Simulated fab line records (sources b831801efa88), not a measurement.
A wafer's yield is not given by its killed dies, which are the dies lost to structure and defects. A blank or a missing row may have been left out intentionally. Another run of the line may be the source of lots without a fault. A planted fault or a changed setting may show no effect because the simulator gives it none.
Which tool was responsible? :: flow gf180mcu :: Sampling: 6 lots, 18 wafers, 2 of 602 route steps

## WHAT THE GAUGES READ, wafer by wafer
GF_VT_IMPLANT_OVL_MEAS_18.
lot: L993
measured: day 6 12:24
on: overlay-01
VT_IMPLANT_01_OVL (nm): -2.8 -1.2 -0.5

lot: L996
measured: day 7 06:02
on: overlay-01
VT_IMPLANT_01_OVL (nm): 1.3 0.1 1.1

lot: L107
measured: day 10 08:18
on: overlay-01
VT_IMPLANT_01_OVL (nm): -0.4 -2.1 0.5

lot: L111
measured: day 11 04:41
on: overlay-02
VT_IMPLANT_01_OVL (nm): 0.3 1.7 2.1

lot: L113
measured: day 11 16:08
on: overlay-02
VT_IMPLANT_01_OVL (nm): 0.3 2.3 1.8

lot: L115
measured: day 12 06:20
on: overlay-02
VT_IMPLANT_01_OVL (nm): -1.0 0.2 -0.3

## WHAT TOOL EACH LOT RAN ON (gives the tool, then ch and the chambers of the sampled wafers, and finally the start)
lot: L993
GF_VT_IMPLANT_EXPOSE_15: iline stepper-01 ch 0, day 6 04:51

lot: L996
GF_VT_IMPLANT_EXPOSE_15: iline stepper-02 ch 0, day 6 22:46

lot: L107
GF_VT_IMPLANT_EXPOSE_15: iline stepper-01 ch 0, day 10 00:02

lot: L111
GF_VT_IMPLANT_EXPOSE_15: iline stepper-01 ch 0, day 10 20:04

lot: L113
GF_VT_IMPLANT_EXPOSE_15: iline stepper-02 ch 0, day 11 07:26

lot: L115
GF_VT_IMPLANT_EXPOSE_15: iline stepper-01 ch 0, day 11 21:02
- GF_VT_IMPLANT_EXPOSE_15: exposes mask Nwell LV AREA, target cd 860 nm.

## THE ANSWER, worked out from the rows above alone
Rule: the usual values come from the lots themselves. The widest of any qualifying gaps counts: lots, ordered by their means at a reading, are off when they make up no more than a third of the lots, leave a main group of 4 or more, and stand apart from it by 3 or more times the standard deviation of that group's means. A main group is skipped when, at the precision printed for the reading in the tables above, its means are all equal. A lot without any number at a reading at which 4 lots or more have one is off too. The other lots that the step has rows for count as sound.
Nothing can be told from this: no lot is off at any reading shown.

## WHAT WAS PUT IN BY THE SIMULATOR
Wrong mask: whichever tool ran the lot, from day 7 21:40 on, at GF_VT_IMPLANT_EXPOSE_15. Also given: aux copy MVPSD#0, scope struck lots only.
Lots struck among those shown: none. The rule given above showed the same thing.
